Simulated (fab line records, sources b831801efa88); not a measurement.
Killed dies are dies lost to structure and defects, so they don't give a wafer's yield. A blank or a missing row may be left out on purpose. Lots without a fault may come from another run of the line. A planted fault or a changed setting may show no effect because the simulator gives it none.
Which tool did it? | flow gf180mcu | 13 lots, 37 wafers sampled, at 1 step of a route of 602

WHAT THE GAUGES READ, wafer by wafer
GF_DUAL_GATE_THK_MEAS_03.
lot  | measured     | on            | DUAL_GATE_OXIDATION_00_THK (nm)
L814 | day 7 21:09  | film_metro-03 | 10.91 11.16 11.11
L815 | day 8 00:47  | film_metro-04 | 10.34 10.52 10.49
L817 | day 8 18:17  | film_metro-04 | 10.85 10.58
L822 | day 9 22:40  | film_metro-03 | 11.17 11.02
L828 | day 11 12:58 | film_metro-01 | 11.15 11.08 11.18
L829 | day 11 19:22 | film_metro-04 | 11.28 11.45 11.36
L830 | day 12 03:58 | film_metro-03 | 11.20 11.36 11.41
L831 | day 12 10:31 | film_metro-03 | 11.17 10.91 11.01
L833 | day 12 20:26 | film_metro-01 | 11.03 11.21 11.06
L834 | day 13 04:58 | film_metro-01 | 11.08 11.11 10.97
L835 | day 13 14:13 | film_metro-03 | 11.18 10.85 10.86
L836 | day 13 17:49 | film_metro-04 | 10.66 10.57 10.61
L837 | day 14 01:32 | film_metro-04 | 11.51 11.36 11.48

WHICH TOOL RAN EACH LOT (tool, then ch and the chambers of the sampled wafers, then the start)
The record holds no process step before these readings.

WHAT THE TOOLS THEMSELVES READ (means of the sampled wafers that have a number; where no wafer has one, the mark that the record gives instead)
The record holds no such reading with a usual standard deviation.

THE ANSWER, worked out from the rows above alone
Rule: what is usual is taken from the lots themselves. Put in order of their means at a reading, lots are off if they are a third of the lots or fewer, leave a main group of 4 or more, and stand apart from it by a gap of 3 or more times the standard deviation of the main group's means; of several such gaps the widest counts. A main group whose means are all the same, to the digits that the tables above print for the reading, isn't used. A lot without any number at a reading at which 4 lots or more have one is off too. The other lots that the step has rows for count as sound. The gauges are gone through in route order, then the tools' own readings, and for those a lot's mean is taken as printed above. The first step at which some lot is off is used, and at that step the reading that is off furthest; a lot without a number counts as furthest.
No lot is off at any reading shown: from this, nothing can be told.

WHAT THE SIMULATOR HAD PUT IN
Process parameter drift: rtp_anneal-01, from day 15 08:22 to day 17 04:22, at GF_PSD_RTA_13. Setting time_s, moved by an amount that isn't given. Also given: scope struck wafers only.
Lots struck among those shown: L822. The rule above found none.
